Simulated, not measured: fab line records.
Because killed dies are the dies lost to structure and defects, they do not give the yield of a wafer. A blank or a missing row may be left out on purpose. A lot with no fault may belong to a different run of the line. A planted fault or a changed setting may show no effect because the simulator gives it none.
Which tool did it? / flow sky130 / 36 wafers from 12 lots sampled at 4 of the route's 708 steps

## WHAT EACH GAUGE READ, for each wafer
SKY_FIELD_ISO_THK_MEAS_23.
lot=L946; measured=day 2 19:44; on=film_metro-03; FIELD_ISO_OXIDATION_01_THK (nm)=10.18 10.08 10.00
lot=L947; measured=day 2 22:55; on=film_metro-01; FIELD_ISO_OXIDATION_01_THK (nm)=10.05 10.06 10.11
lot=L948; measured=day 3 02:52; on=film_metro-03; FIELD_ISO_OXIDATION_01_THK (nm)=10.18 10.19 10.10
lot=L951; measured=day 3 19:10; on=film_metro-02; FIELD_ISO_OXIDATION_01_THK (nm)=10.30 10.41 10.25
lot=L952; measured=day 4 02:22; on=film_metro-02; FIELD_ISO_OXIDATION_01_THK (nm)=10.20 10.12 10.03
lot=L954; measured=day 4 11:28; on=film_metro-02; FIELD_ISO_OXIDATION_01_THK (nm)=9.97 9.83 9.85
lot=L956; measured=day 5 00:20; on=film_metro-01; FIELD_ISO_OXIDATION_01_THK (nm)=10.39 10.27 10.27
lot=L957; measured=day 5 03:53; on=film_metro-02; FIELD_ISO_OXIDATION_01_THK (nm)=10.04 9.85 9.89
lot=L962; measured=day 6 07:43; on=film_metro-02; FIELD_ISO_OXIDATION_01_THK (nm)=10.19 10.36 10.17
lot=L964; measured=day 6 16:47; on=film_metro-02; FIELD_ISO_OXIDATION_01_THK (nm)=9.95 9.99 10.05
lot=L965; measured=day 6 21:46; on=film_metro-03; FIELD_ISO_OXIDATION_01_THK (nm)=10.17 10.36 10.29
lot=L967; measured=day 7 11:33; on=film_metro-01; FIELD_ISO_OXIDATION_01_THK (nm)=10.22 10.24 10.14

SKY_VT_ADJUST_PCH_TW_MEAS_10.
lot=L946; measured=day 11 02:46; on=film_metro-03; VT_ADJUST_PCH_TW=143.1 143.5 143.8
lot=L947; measured=day 11 08:07; on=film_metro-01; VT_ADJUST_PCH_TW=144.0 143.6 144.3
lot=L948; measured=day 11 13:39; on=film_metro-03; VT_ADJUST_PCH_TW=143.9 143.6 142.1
lot=L951; measured=day 12 14:53; on=film_metro-04; VT_ADJUST_PCH_TW=144.6 144.9 144.2
lot=L952; measured=day 13 07:05; on=film_metro-04; VT_ADJUST_PCH_TW=142.5 143.5 143.7
lot=L954; measured=day 13 16:04; on=film_metro-03; VT_ADJUST_PCH_TW=143.9 143.2 143.4
lot=L956; measured=day 14 09:55; on=film_metro-01; VT_ADJUST_PCH_TW=144.3 144.8 144.8
lot=L957; measured=day 14 20:22; on=film_metro-03; VT_ADJUST_PCH_TW=144.1 143.2 142.7
lot=L962; measured=day 16 05:58; on=film_metro-04; VT_ADJUST_PCH_TW=134.4 136.3 135.0
lot=L964; measured=day 16 19:31; on=film_metro-04; VT_ADJUST_PCH_TW=134.5 134.4 134.5
lot=L965; measured=day 17 16:09; on=film_metro-04; VT_ADJUST_PCH_TW=144.4 143.5 144.0
lot=L967; measured=day 18 09:04; on=film_metro-03; VT_ADJUST_PCH_TW=144.2 143.6 143.7

SKY_SD_P_OVL_MEAS_08.
lot=L946; measured=day 26 01:32; on=overlay-01; SD_P_OVL (nm)=-1.6 0.3 -0.4
lot=L947; measured=day 26 13:45; on=overlay-01; SD_P_OVL (nm)=1.5 1.1 0.9
lot=L948; measured=day 26 18:53; on=overlay-02; SD_P_OVL (nm)=-2.3 -1.0 0.2
lot=L951; measured=day 28 03:17; on=overlay-02; SD_P_OVL (nm)=-1.1 1.2 0.1
lot=L952; measured=day 28 22:50; on=overlay-02; SD_P_OVL (nm)=0.0 -2.9 -0.8
lot=L954; measured=day 29 01:53; on=overlay-01; SD_P_OVL (nm)=-0.4 -0.4 -0.9
lot=L956; measured=day 29 17:59; on=overlay-01; SD_P_OVL (nm)=2.7 0.6 0.6
lot=L957; measured=day 30 10:24; on=overlay-02; SD_P_OVL (nm)=-1.4 0.0 -1.6
lot=L962; measured=day 31 18:44; on=overlay-02; SD_P_OVL (nm)=-1.4 -2.5 -3.4
lot=L964; measured=day 32 07:47; on=overlay-02; SD_P_OVL (nm)=0.6 1.0 1.7
lot=L965; measured=day 32 23:27; on=overlay-01; SD_P_OVL (nm)=-1.2 -0.4 -0.6
lot=L967; measured=day 33 17:38; on=overlay-02; SD_P_OVL (nm)=0.2 0.7 0.3

## TOOL THAT RAN EACH LOT (tool first, then ch and the chambers of the sampled wafers, then the start)
lot=L946; SKY_VT_ADJUST_PCH_IMPLANT_08=implanter-04 ch 0, day 11 02:32
lot=L947; SKY_VT_ADJUST_PCH_IMPLANT_08=implanter-01 ch 0, day 11 07:53
lot=L948; SKY_VT_ADJUST_PCH_IMPLANT_08=implanter-04 ch 0, day 11 13:24
lot=L951; SKY_VT_ADJUST_PCH_IMPLANT_08=implanter-03 ch 0, day 12 14:38
lot=L952; SKY_VT_ADJUST_PCH_IMPLANT_08=implanter-03 ch 0, day 13 06:50
lot=L954; SKY_VT_ADJUST_PCH_IMPLANT_08=implanter-03 ch 0, day 13 15:49
lot=L956; SKY_VT_ADJUST_PCH_IMPLANT_08=implanter-03 ch 0, day 14 09:40
lot=L957; SKY_VT_ADJUST_PCH_IMPLANT_08=implanter-04 ch 0, day 14 20:07
lot=L962; SKY_VT_ADJUST_PCH_IMPLANT_08=implanter-01 ch 0, day 16 05:43
lot=L964; SKY_VT_ADJUST_PCH_IMPLANT_08=implanter-01 ch 0, day 16 19:16
lot=L965; SKY_VT_ADJUST_PCH_IMPLANT_08=implanter-03 ch 0, day 17 15:54
lot=L967; SKY_VT_ADJUST_PCH_IMPLANT_08=implanter-03 ch 0, day 18 08:51
- SKY_VT_ADJUST_PCH_IMPLANT_08

## AS READ BY THE TOOLS THEMSELVES (means over the sampled wafers that have a number; for cases with no such wafer, the mark the record gives instead)
SKY_VT_ADJUST_PCH_IMPLANT_08.
lot=L946 tool=implanter-04 dose_ions_cm2=5e+11 faraday_current_uA=2.83
lot=L947 tool=implanter-01 dose_ions_cm2=5e+11 faraday_current_uA=2.80
lot=L948 tool=implanter-04 dose_ions_cm2=5e+11 faraday_current_uA=2.83
lot=L951 tool=implanter-03 dose_ions_cm2=5e+11 faraday_current_uA=2.80
lot=L952 tool=implanter-03 dose_ions_cm2=5e+11 faraday_current_uA=2.80
lot=L954 tool=implanter-03 dose_ions_cm2=5e+11 faraday_current_uA=2.85
lot=L956 tool=implanter-03 dose_ions_cm2=5e+11 faraday_current_uA=2.84
lot=L957 tool=implanter-04 dose_ions_cm2=5e+11 faraday_current_uA=2.85
lot=L962 tool=implanter-01 dose_ions_cm2=4e+11 faraday_current_uA=2.17
lot=L964 tool=implanter-01 dose_ions_cm2=4e+11 faraday_current_uA=2.23
lot=L965 tool=implanter-03 dose_ions_cm2=5e+11 faraday_current_uA=2.87
lot=L967 tool=implanter-03 dose_ions_cm2=5e+11 faraday_current_uA=2.80

## THE ANSWER, worked out from the rows above alone
Rule: what is usual is taken from the lots themselves. Put in order of their means at a reading, lots are off if they are a third of the lots or fewer, leave a main group of 4 or more, and stand apart from it by a gap of 3 or more times the standard deviation of the main group's means; of several such gaps the widest counts. A main group is skipped when, at the precision printed for the reading in the tables above, its means are all equal. A lot without any number at a reading at which 4 lots or more have one is off too. Where the step has rows for the other lots, those lots are counted as sound. First the gauges in route order, then the tools' own readings, where a lot's mean is used as printed above. The first step at which some lot is off is used, and at that step the reading that is off furthest; a lot without a number counts as furthest.
Off: L962, L964, seen at SKY_VT_ADJUST_PCH_TW_MEAS_10 (VT_ADJUST_PCH_TW). The main group: mean 143.8, standard deviation 0.49.
If a tool, at a process step before that reading, ran all the lots that are off and no sound lot after the first of them, it fits. Not tried: the gauges at SKY_VT_ADJUST_PCH_TW_MEAS_10; whatever is off there is also off at SKY_VT_ADJUST_PCH_IMPLANT_08, on other tools, and gauge error can't account for it. One fits: implanter-01 at SKY_VT_ADJUST_PCH_IMPLANT_08. Its last sound lot is L947 (day 11 07:53), its first lot that is off L962 (day 16 05:43): a fault that began between those two fits.
The tool's own readings at SKY_VT_ADJUST_PCH_IMPLANT_08 bear it out: on the lots that are off they differ by more than 5 times the standard deviation of the sound lots' means. dose_ions_cm2 reads 4e+11 there against 5e+11 on the sound lots; faraday_current_uA reads 2.20 there against 2.83 on the sound lots.

## WHAT WAS PUT IN BY THE SIMULATOR
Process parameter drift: implanter-01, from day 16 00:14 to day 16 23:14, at SKY_VT_ADJUST_PCH_IMPLANT_08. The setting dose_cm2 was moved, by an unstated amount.
Struck lots among those shown: L962, L964. The same result came from the rule above.
